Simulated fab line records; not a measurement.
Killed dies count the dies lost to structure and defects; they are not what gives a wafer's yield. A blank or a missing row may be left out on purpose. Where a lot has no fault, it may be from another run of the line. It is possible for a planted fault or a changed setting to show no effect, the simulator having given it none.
Problem report in the 8D (eight disciplines) form, filled by code || flow sky130 || the parts of the form that need people (team, actions taken, sign-off) are left out

## 1. WHAT IS WRONG
Mean POLY_GATE_CVD_00_THK at SKY_POLY_GATE_THK_MEAS_01: 128.1 nm over 9 wafers in 3 lots; fault-free wafers: 179.9 nm, standard deviation 1.6. That puts it -32 standard deviations away from the usual mean.
First seen on wafer L209.2, day 19 17:05, on film_metro-03. The record holds 30 wafers of 10 lots with a number at this step. Rule for "out", or "out of limits": more than 4 standard deviations from the usual mean. The rest of the wafers with a number are treated as sound.

## 2. WHAT IT IS, WHAT IT ISN'T
{"question": "which readings at this step", "is": "POLY_GATE_CVD_00_THK", "is not": "-"}
{"question": "which lots", "is": "L209, L210, L211", "is not": "L194, L197, L199, L200, L201, L202, L203"}
{"question": "which wafers of those lots", "is": "all that have a number", "is not": "-"}
{"question": "read on which gauges", "is": "film_metro-02, film_metro-03", "is not": "film_metro-01"}
{"question": "when", "is": "from day 19 17:05", "is not": "up to then (21 sound wafers)"}

## 3. THE SUSPECTS, EACH WITH WHAT RULES IT OUT
Counting: any tool at a process step up to the reading is kept as a suspect provided that every lot that is out went through it and no sound lot did after the first of them.
- the gauge at SKY_POLY_GATE_THK_MEAS_01 has been ruled out. Those wafers that are out were read across 2 gauges (film_metro-02, film_metro-03).
- lpcvd-01 at SKY_POLY_GATE_CVD_00 (deposits poly-Si, target thk 180 nm, time 720 s): kept. It ran every lot that is out, first L209 (day 19 15:53), and no sound lot after that; its last sound lot up to then is L203 (day 17 07:28). On those wafers its own readings are out: spike_tc_bottom_C, spike_tc_centre_C, spike_tc_lower_C, spike_tc_top_C, spike_tc_upper_C, susceptor_temp_C.
Remaining after the count: lpcvd-01 at SKY_POLY_GATE_CVD_00.

## 4. THE CAUSE (what the simulator had put in)
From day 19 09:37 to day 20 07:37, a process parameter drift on lpcvd-01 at SKY_POLY_GATE_CVD_00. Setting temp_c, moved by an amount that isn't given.
The count eliminated every tool but this one.

## 5. THE EFFECT CHAIN, in route order
Each row: a reading where the mean over the struck wafers with a number is more than 3 standard deviations away from the usual. Readings are gone through only where the record gives a usual standard deviation; hours: the median, over the lots, of the time from a lot's start at the first step in this table giving one to that lot's start at this step; sigmas: the change measured in usual standard deviations.
{"hours": 0, "step": "SKY_POLY_GATE_CVD_00", "reading": "spike_tc_bottom_C", "usual": "640.7 C", "on struck wafers": 626.0, "change": -14.7, "sigmas": -11}
{"hours": 0, "step": "SKY_POLY_GATE_CVD_00", "reading": "spike_tc_centre_C", "usual": "621.3 C", "on struck wafers": 607.1, "change": -14.2, "sigmas": -13}
{"hours": 0, "step": "SKY_POLY_GATE_CVD_00", "reading": "spike_tc_lower_C", "usual": "620.8 C", "on struck wafers": 606.4, "change": -14.4, "sigmas": -12}
{"hours": 0, "step": "SKY_POLY_GATE_CVD_00", "reading": "spike_tc_top_C", "usual": "639.2 C", "on struck wafers": 625.4, "change": -13.8, "sigmas": -6.6}
{"hours": 0, "step": "SKY_POLY_GATE_CVD_00", "reading": "spike_tc_upper_C", "usual": "619.6 C", "on struck wafers": 605.0, "change": -14.6, "sigmas": -12}
{"hours": 0, "step": "SKY_POLY_GATE_CVD_00", "reading": "susceptor_temp_C", "usual": "619.96 C", "on struck wafers": 605.07, "change": -14.89, "sigmas": -57}
{"hours": 0, "step": "SKY_POLY_GATE_CVD_00", "reading": "zone_power_bottom_pct", "usual": "13.42 %", "on struck wafers": 12.79, "change": -0.63, "sigmas": -5.2}
{"hours": 2, "step": "SKY_POLY_GATE_THK_MEAS_01", "reading": "POLY_GATE_CVD_00_THK", "usual": "179.9 nm", "on struck wafers": 128.1, "change": -51.8, "sigmas": -32}
{"hours": 66, "step": "SKY_POLY_GATE_ETCH_17", "reading": "oes_product_au", "usual": "0.986 a.u.", "on struck wafers": 0.789, "change": -0.197, "sigmas": -29}
Its process steps:
- SKY_POLY_GATE_CVD_00: deposits poly-Si, target thk 180 nm, time 720 s.
- SKY_POLY_GATE_ETCH_17: etches poly-Si in HBr/Cl2, stops on SiO2, target depth 180 nm, time 70.5 s.
Later steps that measure or inspect, where all struck wafers having a row at the step show a number for every such reading and not one has moved that far: SKY_LDD_HVP_OVL_MEAS_07.

## 6. WHAT WOULD HAVE CAUGHT IT SOONER
Counted from the fault's start at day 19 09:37, it took 7 hours until the first out-of-limits reading at a measuring or inspecting step in this record, taken at day 19 17:05.
The tool's own readings at SKY_POLY_GATE_CVD_00 were out on every struck wafer that the step has a row for (spike_tc_bottom_C, spike_tc_centre_C, spike_tc_lower_C, spike_tc_top_C, spike_tc_upper_C, susceptor_temp_C): an alarm limit on them would have fired on the first of those.
L211, L210, from the lots that are out (3), started SKY_POLY_GATE_CVD_00 on lpcvd-01 later than day 19 17:05. A hold on the tool at that time would have spared those 2.
